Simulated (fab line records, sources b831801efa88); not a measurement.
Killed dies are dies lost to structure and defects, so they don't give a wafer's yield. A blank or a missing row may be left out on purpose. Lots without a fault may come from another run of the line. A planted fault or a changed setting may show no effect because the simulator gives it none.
A struck lot beside a sound one | flow sky130 | 18 steps out of a route of 708
Sound: wafers L602.2, L602.4, L602.6. Struck: wafers L616.1, L616.2, L616.6. The cause comes at the end.
At each step with rows: each side's tool, then ch and its chambers, then its first start. Under that, the readings that differ: sound wafers | struck wafers | difference of the means | sigmas: that difference in standard deviations of wafers without a fault.
alike: readings whose means differ by less than 2 such deviations, and words and numbers that are the same on both sides. not compared: withheld readings, readings that some wafer has no value for, bounds like >300 that may hide the same value, and numbers for which the record gives no deviation and whose values overlap.
The two part at a step that has a row with sigmas, a row that says differs or no value, or rows on one side only. Numbers that don't overlap but have no deviation are shown without sigmas and don't part them. A reading that every wafer of one side lacks parts them only if that side has two wafers or more.

first, 3 steps without rows for these wafers: SKY_SONOS_ONO_WET_ETCH_18 (etches Si3N4 in H3PO4, target depth 15 nm, time 172 s); SKY_GATE_OXIDE_CLEAN_00 (cleans in SC1/SC2, time 150 s); SKY_GATE_OXIDE_OXIDATION_01 (stabilise 600 s, purge 300 s, target thk 10.268 nm).
SKY_GATE_OXIDE_THK_MEAS_02:
  sound on film_metro-03, day 13 20:07; struck on film_metro-04, day 18 01:56
  alike: GATE_OXIDE_OXIDATION_00_THK
then, 7 steps without rows for these wafers: SKY_GATE_OXIDE_DEHYDRATE_03 (time 60 s); SKY_GATE_OXIDE_HMDS_04 (prime time 60 s); SKY_GATE_OXIDE_COAT_05 (resist thk 1140 nm); SKY_GATE_OXIDE_SOFTBAKE_06 (time 60 s); SKY_GATE_OXIDE_EXPOSE_07 (exposes mask LVOM, target cd 600 nm); SKY_GATE_OXIDE_PEB_08; SKY_GATE_OXIDE_DEVELOP_09 (develop time 60 s).
SKY_GATE_OXIDE_OVL_MEAS_10:
  sound on overlay-02, day 14 20:44; struck on overlay-01, day 19 08:20
  alike: GATE_OXIDE_OVL
SKY_GATE_OXIDE_IMPLANT_11:
  sound on implanter-04 ch 0, day 14 20:47; struck on implanter-03 ch 0, day 19 08:41
then, 1 step without rows for these wafers: SKY_GATE_OXIDE_WET_ETCH_12 (etches SiO2 in dHF, target depth 16.8 nm, time 336 s).
SKY_GATE_OXIDE_STRIP_13: strips in O2/N2.
  sound on plasma_asher-01 ch 0,1, day 14 21:02; struck on plasma_asher-04 ch 0,1, day 19 08:56
  reading                      | sound             | struck            | difference | sigmas
  strip_time_to_endpoint_s (s) | 14.22 14.24 14.27 | 14.14 14.15 14.14 | -0.10      | -2
  alike: drypump_motor_current_A, oes_product_au
  not compared: rf_hours_counter_h
SKY_GATE_OXIDE_TW_MEAS_14:
  sound on film_metro-04, day 14 21:09; struck on film_metro-04, day 19 09:02
  reading       | sound             | struck            | difference | sigmas
  GATE_OXIDE_TW | 225.8 226.1 226.4 | 275.6 276.4 276.2 | +50.0      | +22
then, 2 steps without rows for these wafers: SKY_GATE_OXIDE_CLEAN_15 (cleans in SC1/SC2, time 150 s); SKY_PAD_OPEN_PROBE_99.

WHERE THEY PART
First at SKY_GATE_OXIDE_STRIP_13; last, within this record, at SKY_GATE_OXIDE_TW_MEAS_14.

WHY: what the simulator had put in
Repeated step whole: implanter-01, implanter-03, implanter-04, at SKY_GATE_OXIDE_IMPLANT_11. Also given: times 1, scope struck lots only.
